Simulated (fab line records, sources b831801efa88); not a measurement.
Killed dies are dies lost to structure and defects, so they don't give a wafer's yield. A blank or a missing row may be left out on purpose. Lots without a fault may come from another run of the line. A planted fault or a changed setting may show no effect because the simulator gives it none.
Which tool did it? | flow sky130 | 13 lots, 39 wafers sampled, at 3 steps of a route of 708

WHAT THE GAUGES READ, wafer by wafer
SKY_FIELD_ISO_THK_MEAS_25.
lot  | measured    | on            | FIELD_ISO_CVD_24_THK (nm)
L682 | day 2 14:26 | film_metro-01 | 609 589 590
L684 | day 2 21:26 | film_metro-02 | 591 594 594
L685 | day 3 02:37 | film_metro-01 | 591 580 590
L687 | day 3 12:49 | film_metro-03 | 595 589 595
L688 | day 3 19:59 | film_metro-03 | 594 591 591
L689 | day 4 03:12 | film_metro-02 | 599 593 599
L690 | day 4 08:23 | film_metro-03 | 592 596 588
L693 | day 5 01:08 | film_metro-02 | 599 586 598
L695 | day 5 09:41 | film_metro-03 | 584 596 598
L696 | day 5 20:38 | film_metro-03 | 581 592 589
L700 | day 6 15:07 | film_metro-02 | 585 588 595
L701 | day 6 15:20 | film_metro-02 | 590 586 590
L702 | day 6 20:45 | film_metro-01 | 599 587 584

SKY_LDD_P_CD_MEAS_07: target cd 380 nm.
lot  | measured     | on        | cd_nm (nm)
L682 | day 19 01:33 | cd_sem-02 | 380.9 380.2 381.9
L684 | day 19 23:11 | cd_sem-02 | 380.4 381.6 382.1
L685 | day 20 07:02 | cd_sem-01 | 377.4 376.0 375.3
L687 | day 20 23:20 | cd_sem-01 | 382.7 383.4 381.5
L688 | day 21 20:18 | cd_sem-02 | 381.3 381.6 382.9
L689 | day 22 00:47 | cd_sem-01 | 376.1 376.8 378.1
L690 | day 22 21:11 | cd_sem-01 | 379.2 378.4 379.1
L693 | day 24 01:41 | cd_sem-02 | 382.4 380.2 379.4
L695 | day 24 22:00 | cd_sem-01 | 379.4 378.0 378.2
L696 | day 25 05:11 | cd_sem-02 | 376.7 378.6 378.9
L700 | day 26 05:38 | cd_sem-02 | 381.4 381.0 381.6
L701 | day 26 09:15 | cd_sem-02 | 380.9 381.4 382.5
L702 | day 26 11:01 | cd_sem-02 | 380.0 378.2 380.8

WHICH TOOL RAN EACH LOT (tool, then ch and the chambers of the sampled wafers, then the start)
lot  | SKY_FIELD_ISO_ETCH_15
L682 | rie_diel-03 ch 0,3, day 2 11:19
L684 | rie_diel-04 ch 0,1, day 2 19:38
L685 | rie_diel-03 ch 2,3, day 3 00:49
L687 | rie_diel-02 ch 1,2,3, day 3 11:01
L688 | rie_diel-03 ch 0,1, day 3 18:03
L689 | rie_diel-02 ch 2,3, day 3 22:25
L690 | rie_diel-02 ch 1,3, day 4 05:12
L693 | rie_diel-03 ch 0,1,2, day 4 19:29
L695 | rie_diel-02 ch 0,1,2, day 5 07:05
L696 | rie_diel-03 ch 1,2, day 5 13:37
L700 | rie_diel-04 ch 1,2,3, day 6 13:12
L701 | rie_diel-02 ch 2,3, day 6 13:31
L702 | rie_diel-04 ch 0,1,3, day 6 18:11
- SKY_FIELD_ISO_ETCH_15: etches the open film in CHF3/O2, stops on Si, target depth 180 nm, time 72 s.

WHAT THE TOOLS THEMSELVES READ (means of the sampled wafers that have a number; where no wafer has one, the mark that the record gives instead)
SKY_FIELD_ISO_ETCH_15.
lot  | tool        | drypump_motor_current_A (A) | oes_product_au (a.u.) | throttle_valve_pct (%)
L682 | rie_diel-03 | 5.6                         | 0.928                 | 8.849
L684 | rie_diel-04 | 5.7                         | 0.936                 | 8.839
L685 | rie_diel-03 | 5.6                         | 0.931                 | 8.843
L687 | rie_diel-02 | 5.6                         | 0.930                 | 8.839
L688 | rie_diel-03 | 5.9                         | 0.940                 | 8.850
L689 | rie_diel-02 | 5.5                         | 0.935                 | 8.838
L690 | rie_diel-02 | 5.9                         | 0.935                 | 8.842
L693 | rie_diel-03 | 5.7                         | 0.929                 | 8.832
L695 | rie_diel-02 | 5.8                         | 0.934                 | 8.843
L696 | rie_diel-03 | 5.6                         | 0.939                 | 8.837
L700 | rie_diel-04 | 5.4                         | 0.936                 | 8.853
L701 | rie_diel-02 | 5.4                         | 0.933                 | 8.851
L702 | rie_diel-04 | 5.9                         | 0.942                 | 8.847

THE ANSWER, worked out from the rows above alone
Rule: what is usual is taken from the lots themselves. Put in order of their means at a reading, lots are off if they are a third of the lots or fewer, leave a main group of 4 or more, and stand apart from it by a gap of 3 or more times the standard deviation of the main group's means; of several such gaps the widest counts. A main group whose means are all the same, to the digits that the tables above print for the reading, isn't used. A lot without any number at a reading at which 4 lots or more have one is off too. The other lots that the step has rows for count as sound. The gauges are gone through in route order, then the tools' own readings, and for those a lot's mean is taken as printed above. The first step at which some lot is off is used, and at that step the reading that is off furthest; a lot without a number counts as furthest.
No lot is off at any reading shown: from this, nothing can be told.

WHAT THE SIMULATOR HAD PUT IN
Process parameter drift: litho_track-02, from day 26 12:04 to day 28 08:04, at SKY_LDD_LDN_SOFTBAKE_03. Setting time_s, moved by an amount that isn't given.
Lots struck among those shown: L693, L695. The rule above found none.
